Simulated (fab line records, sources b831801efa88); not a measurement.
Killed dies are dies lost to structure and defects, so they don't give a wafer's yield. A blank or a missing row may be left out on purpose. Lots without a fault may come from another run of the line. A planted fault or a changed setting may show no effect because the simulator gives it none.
A struck lot beside a sound one | flow gf180mcu | 19 steps out of a route of 602
Sound: wafers L977.4, L977.5, L977.6. Struck: wafers L985.2, L985.3, L985.6. The cause comes at the end.
At each step with rows: each side's tool, then ch and its chambers, then its first start. Under that, the readings that differ: sound wafers | struck wafers | difference of the means | sigmas: that difference in standard deviations of wafers without a fault.
alike: readings whose means differ by less than 2 such deviations, and words and numbers that are the same on both sides. not compared: withheld readings, readings that some wafer has no value for, bounds like >300 that may hide the same value, and numbers for which the record gives no deviation and whose values overlap.
The two part at a step that has a row with sigmas, a row that says differs or no value, or rows on one side only. Numbers that don't overlap but have no deviation are shown without sigmas and don't part them. A reading that every wafer of one side lacks parts them only if that side has two wafers or more.

first, 2 steps without rows for these wafers: GF_M5_CLEAN_13 (cleans in DIW); GF_V5_CVD_00 (deposits SiO2, target thk 300 nm, time 50 s).
GF_V5_THK_MEAS_01:
  sound on film_metro-04, day 29 08:17; struck on film_metro-01, day 31 07:07
  alike: V5_CVD_00_THK
GF_V5_CVD_02: deposits SiO2 from TEOS, target thk 1450 nm, time 163.28 s.
  sound on pecvd-03 ch 0,1,2, day 29 08:23; struck on pecvd-01 ch 0,1, day 31 07:10
  alike: heater_power_w
GF_V5_THK_MEAS_03:
  sound on film_metro-02, day 29 08:28; struck on film_metro-04, day 31 07:17
  alike: V5_CVD_02_THK
GF_V5_CMP_04: polishes SiO2.
  sound on cmp-01 ch 0,3, day 29 08:29; struck on cmp-02 ch 2,3, day 31 07:20
  alike: motor_current_A, slurry_flow_ml_min
GF_V5_BOW_MEAS_05:
  sound on film_metro-02, day 29 08:51; struck on film_metro-01, day 31 07:39
  alike: V5_BOW
then, 5 steps without rows for these wafers: GF_V5_DEHYDRATE_06 (time 60 s); GF_V5_HMDS_07 (prime time 60 s); GF_V5_COAT_08; GF_V5_COAT_09 (resist thk 1000 nm); GF_V5_SOFTBAKE_10 (time 60 s).
GF_V5_EXPOSE_11: exposes mask Via5, target cd 260 nm.
  sound on krf_scanner-01 ch 0, day 29 18:57; struck on krf_scanner-01 ch 0, day 31 16:49
  reading                    | sound                | struck            | difference | sigmas
  exposure_dose_mJ_cm2       | 38.06 38.05 38.06    | 37.94 37.96 37.94 | -0.11      | -3
  model.V5.overlay_x_nm (nm) | 0.6923 0.6923 0.6923 | 17.38 17.38 17.38 | +16.69     |
  alike: mask
then, 2 steps without rows for these wafers: GF_V5_PEB_12 (peb time 90 s); GF_V5_DEVELOP_13 (develop time 60 s).
GF_V5_CD_MEAS_14: target cd 260 nm.
  sound on cd_sem-01, day 30 04:22; struck on cd_sem-02, day 32 01:14
  alike: cd_nm
GF_V5_OVL_MEAS_15:
  sound on overlay-02, day 30 04:27; struck on overlay-01, day 32 01:21
  reading     | sound  | struck   | difference | sigmas
  V5_OVL (nm) | -2 0 5 | 20 25 23 | +22        | +4
GF_V5_ETCH_16: etches BARC in N2/H2.
  sound on rie_diel-04 ch 0,3, day 30 04:28; struck on rie_diel-02 ch 0,3, day 32 01:23
  alike: drypump_motor_current_A, oes_product_au, throttle_valve_pct
GF_PASSIVATION_PROBE_99:
  the record has rows for the struck wafers here (prober-02, day 33 15:37) and none for the sound ones

WHERE THEY PART
First at GF_V5_EXPOSE_11; last, within this record, at GF_PASSIVATION_PROBE_99.

WHY: what the simulator had put in
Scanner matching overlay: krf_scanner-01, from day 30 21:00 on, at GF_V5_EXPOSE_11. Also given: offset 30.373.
